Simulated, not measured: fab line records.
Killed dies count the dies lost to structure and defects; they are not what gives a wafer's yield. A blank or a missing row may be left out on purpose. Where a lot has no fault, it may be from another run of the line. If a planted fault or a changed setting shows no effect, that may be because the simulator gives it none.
8D (eight disciplines) problem report, filled in by code || flow gf180mcu || the parts of the form that need people (team, actions taken, sign-off) are left out

## 1. PROBLEM STATEMENT
Wafers free of any fault read 45.73 ohm/sq (standard deviation 0.12) for NSD_RS at GF_PSD_RS_MEAS_14, against a mean of 41.81 ohm/sq on 6 wafers of 2 lots. That puts it -33 standard deviations away from the usual mean.
The step: measures by four-point-probe.
First seen on wafer L344.3, day 17 07:13, on filmMetro-04. At this step, 39 wafers from 13 lots have a number in the record. Rule for "out" (also "out of limits"): further than 4 standard deviations from the usual mean. Any other wafer with a number is counted as sound.

## 2. WHAT IT IS, WHAT IT ISN'T
{"question": "which readings at this step", "is": "NSD_RS", "is not": "-"}
{"question": "which lots", "is": "L344, L345", "is not": "L335, L336, L339, L340, L341, L351, L352, L354, L355, L357, L358"}
{"question": "which wafers of those lots", "is": "all that have a number", "is not": "-"}
{"question": "read on which gauges", "is": "filmMetro-03, filmMetro-04", "is not": "filmMetro-01"}
{"question": "when", "is": "from day 17 07:13", "is not": "up to then (15 sound wafers); but 18 sound wafers of L351, L352, L354, L355, L357, L358 came after"}

## 3. THE SUSPECTS, EACH WITH WHAT RULES IT OUT
Counting: a tool stays on the suspect list if, at a process step up to the reading, it processed all lots that are out and no sound lot following the first of them.
- the gauge at GF_PSD_RS_MEAS_14 is ruled out. Those wafers that are out were read across 2 gauges (filmMetro-03, filmMetro-04).
- rtpAnneal-01 at GF_PSD_RTA_13 (time 20 s): ruled out as a lasting fault. Sound lots L351, L352, L355, L357, L358 ran on it after its first lot that is out, L344 (day 17 07:07).
Left after counting: nothing in the record.

## 4. THE CAUSE (what the simulator had put in)
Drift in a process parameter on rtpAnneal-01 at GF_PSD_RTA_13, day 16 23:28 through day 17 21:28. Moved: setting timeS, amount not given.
Counting ruled it out, wrongly: the rule takes a fault to strike every lot that its tool runs from its start on, and this one did not.

## 5. SEQUENCE OF EFFECTS, ordered by route
Rows list readings where the struck wafers' mean (over those with a number) sits beyond 3 standard deviations from the usual. Only readings whose record carries a usual standard deviation are examined. hours: median over the lots of the time between each lot's start at the first step of this table that gives one and its start at this step. sigmas: the change, counted in usual standard deviations.
{"hours": 0, "step": "GF_PSD_RTA_13", "reading": "runLengthS", "usual": "49.2 s", "on struck wafers": 71.2, "change": "+22.0", "sigmas": "+37"}
{"hours": 0, "step": "GF_PSD_RS_MEAS_14", "reading": "NSD_RS", "usual": "45.73 ohm/sq", "on struck wafers": 41.81, "change": -3.91, "sigmas": -33}
{"hours": 0, "step": "GF_PSD_RS_MEAS_15", "reading": "PSD_RS", "usual": "108.6 ohm/sq", "on struck wafers": 101.2, "change": -7.4, "sigmas": -21}
Its process steps:
- GF_PSD_RTA_13: time 20 s.

## 6. WHAT WOULD HAVE CAUGHT IT SOONER
Counted from the fault's start at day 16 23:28, it took 8 hours until the first out-of-limits reading at a measuring or inspecting step in this record, taken at day 17 07:13.
At GF_PSD_RTA_13, the tool's own readings (runLengthS) were out on each struck wafer the step has a row for, so an alarm limit on them would have fired on the first such wafer.
